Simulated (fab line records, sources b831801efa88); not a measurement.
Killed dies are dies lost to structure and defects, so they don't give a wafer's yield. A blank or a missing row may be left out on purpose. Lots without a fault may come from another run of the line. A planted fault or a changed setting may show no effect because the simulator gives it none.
Which tool did it? | flow sky130 | 12 lots, 36 wafers sampled, at 2 steps of a route of 708

WHAT THE GAUGES READ, wafer by wafer
SKY_VIA2_CD_MEAS_12: target cd 200 nm. Usual: cd_nm 200.0 nm, standard deviation 1.3.
lot  | measured     | on        | cd_nm (nm)        | flag
L331 | day 36 20:38 | cd_sem-02 | 199.8 199.6 199.7 |
L332 | day 37 11:34 | cd_sem-02 | 201.5 201.1 200.3 |
L335 | day 38 09:16 | cd_sem-02 | 200.3 199.6 200.7 |
L338 | day 39 05:32 | cd_sem-01 | 198.4 198.8 199.5 |
L337 | day 39 07:53 | cd_sem-02 | 201.7 201.3 201.1 |
L339 | day 39 08:57 | cd_sem-02 | 203.2 202.9 201.4 |
L340 | day 39 18:07 | cd_sem-01 | 197.6 199.7 198.8 |
L342 | day 40 07:35 | cd_sem-02 | 202.1 200.7 200.8 |
L348 | day 42 15:47 | cd_sem-02 | 199.2 198.6 199.5 |
L350 | day 43 07:58 | cd_sem-02 | 201.5 201.4 201.5 |
L349 | day 43 08:19 | cd_sem-01 | 197.3 198.7 198.5 |
L351 | day 43 12:47 | cd_sem-02 | 200.0 201.7 200.7 |

SKY_VIA2_THK_MEAS_23: measures by xrf. Usual: VIA2_W_THK 430 nm, standard deviation 5.
lot  | measured     | on            | VIA2_W_THK (nm) | flag
L331 | day 36 21:48 | film_metro-04 | 426 424 427     |
L332 | day 37 13:04 | film_metro-03 | 429 426 425     |
L335 | day 38 10:26 | film_metro-04 | 435 433 435     |
L338 | day 39 06:43 | film_metro-03 | 434 436 431     |
L337 | day 39 09:10 | film_metro-03 | 435 435 433     |
L339 | day 39 10:08 | film_metro-01 | 432 423 426     |
L340 | day 39 19:17 | film_metro-03 | 435 438 440     |
L342 | day 40 08:47 | film_metro-04 | 438 438 438     |
L348 | day 42 16:56 | film_metro-03 | 431 439 427     |
L350 | day 43 09:10 | film_metro-04 | 428 425 423     |
L349 | day 43 09:29 | film_metro-01 | 431 433 436     |
L351 | day 43 13:57 | film_metro-03 | 431 426 428     |

WHICH TOOL RAN EACH LOT (tool, then ch and the chambers of the sampled wafers, then the start)
The record holds no process step before these readings.

WHAT THE TOOLS THEMSELVES READ (means of the sampled wafers that have a number; where no wafer has one, the mark that the record gives instead)
The record holds no such reading with a usual standard deviation.

THE ANSWER, worked out from the rows above alone
Rule: a lot is off if the mean of its wafers that have a number lies more than 3 standard deviations from the usual mean. A lot without any number at a reading at which 4 lots or more have one is off too. The other lots that the step has rows for count as sound. The gauges are gone through in route order, then the tools' own readings, and for those a lot's mean is taken as printed above. The first step at which some lot is off is used, and at that step the reading that is off furthest; a lot without a number counts as furthest.
No lot is off at any reading shown: from this, nothing can be told.

WHAT THE SIMULATOR HAD PUT IN
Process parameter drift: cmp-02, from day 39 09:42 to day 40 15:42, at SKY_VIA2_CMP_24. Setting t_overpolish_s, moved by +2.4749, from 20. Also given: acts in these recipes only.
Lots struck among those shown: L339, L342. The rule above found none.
